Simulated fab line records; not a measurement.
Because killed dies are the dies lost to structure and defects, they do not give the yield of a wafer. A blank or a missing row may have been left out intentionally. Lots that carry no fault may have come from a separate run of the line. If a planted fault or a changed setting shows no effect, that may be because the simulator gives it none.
fab line records ; flow gf180mcu
[record] lots = 13; wafers = 39; lastDay = 33
route steps=602 shown PSD@256 SALICIDE@281 CONTACT@287
lots that met no fault: from a run of the same line without faults
startH: the number of hours between the record's first day and the start of the first shown wafer of the lot ; waitH: time in hours since the lot's previous step ; " as in the row above ; L1.1+2: a single row standing in for several wafers ; - either no value or no given start ; * or withheld: withheld ; < > ~ a bound
route shown NAME@n: a module of which the file shows steps, and the number in the route of the first ; usual: mean/standard deviation taken from wafers without a fault ; same: alike in all rows ; chamber/n: place in a boat ; sites: the reading at each site ; _std_site: their standard deviation ; _edge_site: mean of outer sites minus mean of inner sites ; radiusMm: how far each site lies from the wafer's centre ; mask NAME#n: copy n ; behind: tool/chamber where the wafer was last shaped ; hold: cause of the lot's hold/its duration in hours/its outcome ; device: transistor that didn't switch, given as n, p or np ; end of line: tests run on the same wafers once the route is complete ; a step given without rows: its recipe and nothing more ; killed: count of dies lost to structure and defects at first sort (not the wafer's yield) ; map: per-die view of a wafer (x killed, . not killed, _ where there is no die)
set.NAME: the setting as run; set.NAME@STEP: as run at that earlier step ; model.NAME: the simulator's own value behind a step, which no gauge read
one table for each step of the route and one row for each wafer, over a sample of lots
services: the hour from which a tool's chamber was out of use, counted from the record's first day as startH (under 0 if before that day), plus the number of hours and why
[[steps]]
[step GF_PSD_OVL_MEAS_08]
[usual] PSD_OVL = -1.3/1.3
lot.wafer;tool;chamber;startH;waitH;PSD_OVL[nm]
L840.1;overlay-02;-;336.15;0.1;-1.6
L840.2;overlay-02;-;336.15;0.1;-0.3
L840.4;overlay-02;-;336.15;0.1;-1.1
L841.1;overlay-02;-;341.95;0.1;-1.2
L841.5;overlay-02;-;341.95;0.1;-1.2
L841.6;overlay-02;-;341.95;0.1;-1.2
L842.1;overlay-02;-;350.93;0.1;-2.0
L842.3;overlay-02;-;350.93;0.1;-2.4
L842.6;overlay-02;-;350.93;0.1;-2.2
L843.2;overlay-01;-;358.48;0.1;-1.1
L843.3;overlay-01;-;358.48;0.1;-1.6
L843.4;overlay-01;-;358.48;0.1;-2.2
L845.1;overlay-02;-;377.93;0.1;-1.5
L845.4;overlay-02;-;377.93;0.1;0.3
L845.5;overlay-02;-;377.93;0.1;-3.3
L846.1;overlay-02;-;384.00;0.1;-2.5
L846.3;overlay-02;-;384.00;0.1;-3.0
L846.4;overlay-02;-;384.00;0.1;-3.1
L847.2;overlay-01;-;389.93;0.1;-4.7
L847.3;overlay-01;-;389.93;0.1;-4.6
L847.5;overlay-01;-;389.93;0.1;-4.0
L848.1;overlay-01;-;403.25;0.1;-0.3
L848.2;overlay-01;-;403.25;0.1;0.2
L848.4;overlay-01;-;403.25;0.1;-0.9
L852.3;overlay-01;-;436.83;0.1;1.8
L852.4;overlay-01;-;436.83;0.1;0.5
L852.6;overlay-01;-;436.83;0.1;-0.5
L853.1;overlay-02;-;444.36;0.1;-1.2
L853.4;overlay-02;-;444.36;0.1;-2.2
L853.6;overlay-02;-;444.36;0.1;-0.6
L854.2;overlay-01;-;452.82;0.1;-0.6
L854.4;overlay-01;-;452.82;0.1;1.0
L854.6;overlay-01;-;452.82;0.1;-0.7
L855.2;overlay-02;-;462.80;0.1;0.1
L855.3;overlay-02;-;462.80;0.1;1.0
L855.4;overlay-02;-;462.80;0.1;-1.1
L856.3;overlay-02;-;471.09;0.1;-2.9
L856.4;overlay-02;-;471.09;0.1;-3.1
L856.5;overlay-02;-;471.09;0.1;-1.3
[step GF_SALICIDE_SPUTTER_03]
[recipe] material = TiN; targetThkNm = 20; powerW = 6500; timeS = 16.7; chamberPressurePa = 0.4
[usual] throttleValvePct = 29.9/0.85
lot.wafer;tool;chamber;startH;waitH;throttleValvePct
L840.1;pvdSputter-01;-;359.21;0.0;29.6
L840.2;pvdSputter-01;-;359.21;0.0;28.8
L840.4;pvdSputter-01;-;359.21;0.0;30.7
L841.1;pvdSputter-01;-;365.27;0.0;28.8
L841.5;pvdSputter-01;-;365.27;0.0;30.4
L841.6;pvdSputter-01;-;365.27;0.0;28.6
L842.1;pvdSputter-02;-;374.68;0.0;30.8
L842.3;pvdSputter-02;-;374.68;0.0;29.3
L842.6;pvdSputter-02;-;374.68;0.0;28.9
L843.2;pvdSputter-04;-;382.68;0.0;29.7
L843.3;pvdSputter-04;-;382.68;0.0;30.1
L843.4;pvdSputter-04;-;382.68;0.0;28.6
L845.1;pvdSputter-02;-;403.33;0.0;29.0
L845.4;pvdSputter-02;-;403.33;0.0;30.6
L845.5;pvdSputter-02;-;403.33;0.0;29.0
L846.1;pvdSputter-01;-;408.75;0.0;30.7
L846.3;pvdSputter-01;-;408.75;0.0;30.6
L846.4;pvdSputter-01;-;408.75;0.0;29.5
L847.2;pvdSputter-02;-;414.79;0.0;29.1
L847.3;pvdSputter-02;-;414.79;0.0;30.0
L847.5;pvdSputter-02;-;414.79;0.0;29.0
L848.1;pvdSputter-04;-;428.75;0.0;29.5
L848.2;pvdSputter-04;-;428.75;0.0;28.8
L848.4;pvdSputter-04;-;428.75;0.0;29.7
L852.3;pvdSputter-02;-;462.02;0.0;29.3
L852.4;pvdSputter-02;-;462.02;0.0;30.6
L852.6;pvdSputter-02;-;462.02;0.0;28.9
L853.1;pvdSputter-01;-;470.24;0.0;28.8
L853.4;pvdSputter-01;-;470.24;0.0;30.6
L853.6;pvdSputter-01;-;470.24;0.0;30.4
L854.2;pvdSputter-04;-;479.03;0.0;31.4
L854.4;pvdSputter-04;-;479.03;0.0;29.7
L854.6;pvdSputter-04;-;479.03;0.0;28.9
L855.2;pvdSputter-04;-;488.72;0.0;29.8
L855.3;pvdSputter-04;-;488.72;0.0;31.4
L855.4;pvdSputter-04;-;488.72;0.0;28.9
L856.3;pvdSputter-01;-;496.19;0.0;29.8
L856.4;pvdSputter-01;-;496.19;0.0;30.7
L856.5;pvdSputter-01;-;496.19;0.0;28.8
[step GF_CONTACT_CVD_00]
[recipe] material = SiO2; targetThkNm = 300; sigmaOpenFrac = 0.3; tempC = 400; timeS = 50; sih4FlowSccm = 60; pressureMtorr = 6
[usual] sih4FlowSccm = 60.00/0.19; susceptorTempC = 400.00/0.22
lot.wafer;tool;chamber;startH;waitH;sih4FlowSccm;susceptorTempC
L840.1;hdpcvd-01;0;359.71;0.1;60.02;399.77
L840.2;hdpcvd-01;1;359.71;0.1;59.77;399.86
L840.4;hdpcvd-01;0;359.71;0.1;59.97;399.95
L841.1;hdpcvd-01;2;365.77;0.1;59.99;399.81
L841.5;hdpcvd-01;2;365.77;0.1;60.29;399.54
L841.6;hdpcvd-01;0;365.77;0.1;60.07;399.85
L842.1;hdpcvd-01;0;375.18;0.1;59.69;400.26
L842.3;hdpcvd-01;1;375.18;0.1;60.22;400.28
L842.6;hdpcvd-01;2;375.18;0.1;60.00;399.73
L843.2;hdpcvd-01;0;383.18;0.1;59.88;400.36
L843.3;hdpcvd-01;2;383.18;0.1;59.89;400.26
L843.4;hdpcvd-01;2;383.18;0.1;59.98;399.97
L845.1;hdpcvd-02;1;403.84;0.1;59.98;400.17
L845.4;hdpcvd-02;2;403.84;0.1;60.16;400.24
L845.5;hdpcvd-02;0;403.84;0.1;59.79;399.87
L846.1;hdpcvd-02;2;409.25;0.1;59.78;400.20
L846.3;hdpcvd-02;1;409.25;0.1;60.16;400.12
L846.4;hdpcvd-02;1;409.25;0.1;60.15;399.78
L847.2;hdpcvd-02;0;415.29;0.1;59.86;400.05
L847.3;hdpcvd-02;2;415.29;0.1;59.90;400.17
L847.5;hdpcvd-02;0;415.29;0.1;60.01;399.92
L848.1;hdpcvd-01;2;429.24;0.1;59.96;399.87
L848.2;hdpcvd-01;0;429.24;0.1;59.89;399.88
L848.4;hdpcvd-01;0;429.24;0.1;59.90;400.10
L852.3;hdpcvd-02;1;462.52;0.1;59.96;400.07
L852.4;hdpcvd-02;0;462.52;0.1;59.77;400.01
L852.6;hdpcvd-02;2;462.52;0.1;59.69;400.01
L853.1;hdpcvd-02;0;470.74;0.1;59.68;400.08
L853.4;hdpcvd-02;2;470.74;0.1;60.19;400.00
L853.6;hdpcvd-02;0;470.74;0.1;59.65;399.87
L854.2;hdpcvd-02;0;479.52;0.1;89.92;400.15
L854.4;hdpcvd-02;0;479.52;0.1;90.07;400.25
L854.6;hdpcvd-02;2;479.52;0.1;90.25;400.14
L855.2;hdpcvd-02;0;489.22;0.1;90.26;400.17
L855.3;hdpcvd-02;2;489.22;0.1;90.34;400.21
L855.4;hdpcvd-02;2;489.22;0.1;90.43;400.21
L856.3;hdpcvd-01;2;496.69;0.1;60.32;400.33
L856.4;hdpcvd-01;0;496.69;0.1;60.01;399.75
L856.5;hdpcvd-01;1;496.69;0.1;59.92;399.65
[step GF_CONTACT_THK_MEAS_01]
[recipe] reads = SiO2_of_CONTACT_CVD_00
[usual] CONTACT_CVD_00_THK = 301/3.4
lot.wafer;tool;chamber;startH;waitH;CONTACT_CVD_00_THK[nm]
L840.1;filmMetro-03;-;359.76;0.0;301
L840.2;filmMetro-03;-;359.76;0.0;301
L840.4;filmMetro-03;-;359.76;0.0;296
L841.1;filmMetro-04;-;365.81;0.0;301
L841.5;filmMetro-04;-;365.81;0.0;299
L841.6;filmMetro-04;-;365.81;0.0;301
L842.1;filmMetro-02;-;375.22;0.0;299
L842.3;filmMetro-02;-;375.22;0.0;298
L842.6;filmMetro-02;-;375.22;0.0;300
L843.2;filmMetro-03;-;383.23;0.0;307
L843.3;filmMetro-03;-;383.23;0.0;305
L843.4;filmMetro-03;-;383.23;0.0;304
L845.1;filmMetro-04;-;403.90;0.0;298
L845.4;filmMetro-04;-;403.90;0.0;297
L845.5;filmMetro-04;-;403.90;0.0;300
L846.1;filmMetro-04;-;409.30;0.0;301
L846.3;filmMetro-04;-;409.30;0.0;298
L846.4;filmMetro-04;-;409.30;0.0;295
L847.2;filmMetro-03;-;415.35;0.0;303
L847.3;filmMetro-03;-;415.35;0.0;302
L847.5;filmMetro-03;-;415.35;0.0;302
L848.1;filmMetro-04;-;429.29;0.0;295
L848.2;filmMetro-04;-;429.29;0.0;301
L848.4;filmMetro-04;-;429.29;0.0;299
L852.3;filmMetro-02;-;462.59;0.0;298
L852.4;filmMetro-02;-;462.59;0.0;300
L852.6;filmMetro-02;-;462.59;0.0;306
L853.1;filmMetro-04;-;470.78;0.0;303
L853.4;filmMetro-04;-;470.78;0.0;308
L853.6;filmMetro-04;-;470.78;0.0;302
L854.2;filmMetro-04;-;479.58;0.0;452
L854.4;filmMetro-04;-;479.58;0.0;453
L854.6;filmMetro-04;-;479.58;0.0;454
L855.2;filmMetro-03;-;489.27;0.0;457
L855.3;filmMetro-03;-;489.27;0.0;453
L855.4;filmMetro-03;-;489.27;0.0;452
L856.3;filmMetro-04;-;496.76;0.0;301
L856.4;filmMetro-04;-;496.76;0.0;304
L856.5;filmMetro-04;-;496.76;0.0;305
[step GF_CONTACT_CD_MEAS_14]
[recipe] targetCdNm = 220
[usual] cdNm = 220.3/1.7
lot.wafer;tool;chamber;startH;waitH;cdNm
L840.1;cdSem-01;-;383.25;0.1;220.6
L840.2;cdSem-01;-;383.25;0.1;219.7
L840.4;cdSem-01;-;383.25;0.1;220.6
L841.1;cdSem-02;-;389.83;0.1;220.6
L841.5;cdSem-02;-;389.83;0.1;220.8
L841.6;cdSem-02;-;389.83;0.1;224.0
L842.1;cdSem-02;-;399.68;0.1;221.7
L842.3;cdSem-02;-;399.68;0.1;222.1
L842.6;cdSem-02;-;399.68;0.1;221.6
L843.2;cdSem-02;-;407.85;0.1;218.3
L843.3;cdSem-02;-;407.85;0.1;218.9
L843.4;cdSem-02;-;407.85;0.1;218.1
L845.1;cdSem-02;-;429.29;0.1;218.4
L845.4;cdSem-02;-;429.29;0.1;217.9
L845.5;cdSem-02;-;429.29;0.1;217.5
L846.1;cdSem-01;-;434.38;0.1;219.8
L846.3;cdSem-01;-;434.38;0.1;220.1
L846.4;cdSem-01;-;434.38;0.1;220.4
L847.2;cdSem-02;-;441.66;0.1;219.2
L847.3;cdSem-02;-;441.66;0.1;218.6
L847.5;cdSem-02;-;441.66;0.1;221.3
L848.1;cdSem-02;-;454.38;0.1;223.5
L848.2;cdSem-02;-;454.38;0.1;222.0
L848.4;cdSem-02;-;454.38;0.1;225.4
L852.3;cdSem-02;-;488.53;0.1;223.0
L852.4;cdSem-02;-;488.53;0.1;221.3
L852.6;cdSem-02;-;488.53;0.1;222.8
L853.1;cdSem-02;-;496.03;0.1;219.3
L853.4;cdSem-02;-;496.03;0.1;219.5
L853.6;cdSem-02;-;496.03;0.1;218.6
L854.2;cdSem-01;-;504.21;0.1;219.4
L854.4;cdSem-01;-;504.21;0.1;218.8
L854.6;cdSem-01;-;504.21;0.1;218.4
L855.2;cdSem-01;-;514.16;0.1;216.4
L855.3;cdSem-01;-;514.16;0.1;216.8
L855.4;cdSem-01;-;514.16;0.1;217.6
L856.3;cdSem-01;-;520.73;0.1;218.8
L856.4;cdSem-01;-;520.73;0.1;218.2
L856.5;cdSem-01;-;520.73;0.1;219.2
[step GF_CONTACT_ETCH_17]
[recipe] chemistry = C4F8/O2/Ar; maskMaterial = KrF; target = SiO2; stopOn = CoSi2; sourceW = 1500; biasW = 1200; pressureMtorr = 40; c4f8FlowSccm = withheld; O2_flow_sccm = 6; Ar_flow_sccm = 300; timeS = withheld; targetDepthA = 8600
[usual] oesProductAu = 0.816/0.0053
lot.wafer;tool;chamber;startH;waitH;oesProductAu
L840.1;rieDiel-04;3;-;-;0.817
L840.2;rieDiel-04;0;-;-;0.810
L840.4;rieDiel-04;2;-;-;0.808
L841.1;rieDiel-04;1;-;-;0.815
L841.5;rieDiel-04;3;-;-;0.817
L841.6;rieDiel-04;0;-;-;0.817
L842.1;rieDiel-01;2;-;-;0.812
L842.3;rieDiel-01;0;-;-;0.813
L842.6;rieDiel-01;1;-;-;0.813
L843.2;rieDiel-04;2;-;-;0.827
L843.3;rieDiel-04;0;-;-;0.819
L843.4;rieDiel-04;3;-;-;0.816
L845.1;rieDiel-01;3;-;-;0.816
L845.4;rieDiel-01;3;-;-;0.808
L845.5;rieDiel-01;2;-;-;0.820
L846.1;rieDiel-01;0;-;-;0.818
L846.3;rieDiel-01;1;-;-;0.821
L846.4;rieDiel-01;2;-;-;0.816
L847.2;rieDiel-01;3;-;-;0.815
L847.3;rieDiel-01;1;-;-;0.812
L847.5;rieDiel-01;0;-;-;0.827
L848.1;rieDiel-04;3;-;-;0.810
L848.2;rieDiel-04;0;-;-;0.816
L848.4;rieDiel-04;1;-;-;0.810
L852.3;rieDiel-01;0;-;-;0.819
L852.4;rieDiel-01;3;-;-;0.810
L852.6;rieDiel-01;0;-;-;0.814
L853.1;rieDiel-01;0;-;-;0.816
L853.4;rieDiel-01;2;-;-;0.817
L853.6;rieDiel-01;3;-;-;0.816
L854.2;rieDiel-03;2;-;-;0.894
L854.4;rieDiel-03;3;-;-;0.892
L854.6;rieDiel-03;1;-;-;0.893
L855.2;rieDiel-03;2;-;-;0.891
L855.3;rieDiel-03;3;-;-;0.888
L855.4;rieDiel-03;1;-;-;0.888
L856.3;rieDiel-01;2;-;-;0.823
L856.4;rieDiel-01;3;-;-;0.815
L856.5;rieDiel-01;0;-;-;0.825
[[services]]
tool;chamber;startH;hours;kind
hdpcvd-01;-;339.09;1.3;repair
hdpcvd-01;1;344.54;8.7;repair
hdpcvd-02;1;350.58;10.3;repair
pvdSputter-02;3;353.58;-;consumableReplace:kit
pvdSputter-02;3;353.58;18.0;scheduledDown
pvdSputter-04;-;374.42;2.0;repair
hdpcvd-01;-;394.37;4.3;pm
rieDiel-01;1;422.78;6.0;repair
rieDiel-01;0;427.57;5.4;repair
rieDiel-03;3;430.49;4.8;repair
rieDiel-01;0;437.40;1.5;repair
rieDiel-03;0;445.47;16.2;repair
rieDiel-04;2;455.63;4.5;repair
hdpcvd-01;2;461.24;5.1;repair
rieDiel-01;1;467.62;14.5;repair
pvdSputter-04;-;475.07;0.8;repair
rieDiel-01;-;475.31;0.6;repair
pvdSputter-04;-;480.02;4.1;repair
rieDiel-01;2;483.26;4.6;repair
hdpcvd-01;-;489.02;2.8;pm
rieDiel-03;1;497.99;1.7;repair
rieDiel-04;3;502.15;14.5;repair
rieDiel-04;0;503.42;3.5;repair
rieDiel-01;-;505.95;14.6;pm
[[key]]
[firstSign] step = GF_CONTACT_CVD_00; reading = sih4FlowSccm; direction = up; sigmas = 99+; usual = 60.00; struck = 90.21
[effect] step = GF_CONTACT_THK_MEAS_01; reading = CONTACT_CVD_00_THK; direction = up; sigmas = 45; usual = 301; struck = 453
[effect] step = GF_CONTACT_ETCH_17; reading = oesProductAu; direction = up; sigmas = 14; usual = 0.816; struck = 0.891
metAt GF_CONTACT_CVD_00
struckLots L854,L855
testerLeftOut L854,L855
notActingAt GF_PSD_OVL_MEAS_08,GF_SALICIDE_SPUTTER_03,GF_CONTACT_CD_MEAS_14
onsetBetween 470.74 479.52
[fault] kind = processParameterDrift; tool = hdpcvd-02; chamber = -; onsetH = 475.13; steps = GF_CONTACT_CVD_00; channel = sih4FlowSccm; offset = 30; shape = step; endH = 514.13; actsIn = theseRecipesOnly; stated = 60
// testerLeftOut: of these lots the tester's yield and bins aren't shown, on N5 and GAA mostly nor the transistor test; their killed dies are dies lost to structure and defects alone, not to doping, threshold or leakage, so they don't give the yield
